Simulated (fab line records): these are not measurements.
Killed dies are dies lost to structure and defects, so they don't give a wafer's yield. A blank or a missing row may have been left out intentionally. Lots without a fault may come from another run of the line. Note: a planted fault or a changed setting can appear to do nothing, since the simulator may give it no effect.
2 desks looking at one fault | flow gf180mcu | what lay behind the numbers comes last; until then each desk has only its own

== AT THE METROLOGY DESK ==
What the gauges read, lot by lot, whatever tool the lot ran on: means of the sampled wafers that have a number. A lot is out of limits, marked OUT, if its mean lies more than 4 standard deviations from the usual mean; the brackets give that distance.
Columns: A = M1_ALCU_RS at GF_M1_RS_MEAS_05, usual 0.0697 ohm/sq
lot  | first seen here | A
L893 | day 16 18:10    | 0.0694
L894 | day 17 05:55    | 0.0695
L895 | day 17 10:19    | 0.0690
L896 | day 18 01:32    | 0.0699
L897 | day 18 10:46    | 0.0696
L898 | day 18 15:13    | 0.0700
L899 | day 19 03:23    | 0.0701
L900 | day 19 11:09    | 0.0694
L910 | day 23 02:06    | 0.0695
L911 | day 23 05:12    | 0.0692
L912 | day 23 14:17    | 0.0699
L913 | day 23 22:53    | 0.0692
This desk's finding: nothing out of limits on any of the 12 lots.

== THE TOOL OWNER'S DESK: plasma_asher-02 ==
The tool's own readings at GF_DNWELL_STRIP_08 (strips in O2/N2): means of the sampled wafers that have a number, for each lot that ran on this tool. A lot is out of limits, marked OUT, if its mean lies more than 4 standard deviations from the usual mean; the brackets give that distance.
Columns: A = drypump_motor_current_A at GF_DNWELL_STRIP_08, usual 6.1 A; B = heater_power_w at GF_DNWELL_STRIP_08, usual 312 W; C = oes_product_au at GF_DNWELL_STRIP_08, usual 0.722 a.u.; D = strip_time_to_endpoint_s at GF_DNWELL_STRIP_08, usual 36.95 s
lot  | first seen here | A   | B   | C               | D
L893 | day 3 04:50     | 5.9 | 302 | 0.721           | 36.91
L894 | day 3 09:59     | 5.9 | 297 | 0.721           | 36.92
L899 | day 4 12:53     | 5.9 | 300 | 0.972 (+51) OUT | -
L910 | day 7 00:53     | 5.9 | 302 | 0.720           | 36.98
L911 | day 7 04:14     | 5.9 | 326 | 0.718           | 37.08
L913 | day 7 15:41     | 5.9 | 318 | 0.718           | 36.99
This desk's finding: out of limits on L899; first on L899, day 4 12:53 (oes_product_au at GF_DNWELL_STRIP_08). L893, L894, L910, L911, L913 stayed within limits.

== ALL TOGETHER ==
On L899, at day 4 12:53, an alarm was possible from the tool owner's desk.
The metrology desk saw nothing out of limits.
The metrology desk holds a record of L899, inside its limits.
Of the lots named, all ran GF_DNWELL_STRIP_08 on plasma_asher-02.

== WHAT HAD BEEN PUT IN BY THE SIMULATOR ==
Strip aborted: plasma_asher-02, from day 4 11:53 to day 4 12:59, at GF_DNWELL_STRIP_08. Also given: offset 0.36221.
Shown lots that were struck: L899.
Hours from the fault's start to each desk's first reading out of limits: the tool owner's desk, 1.
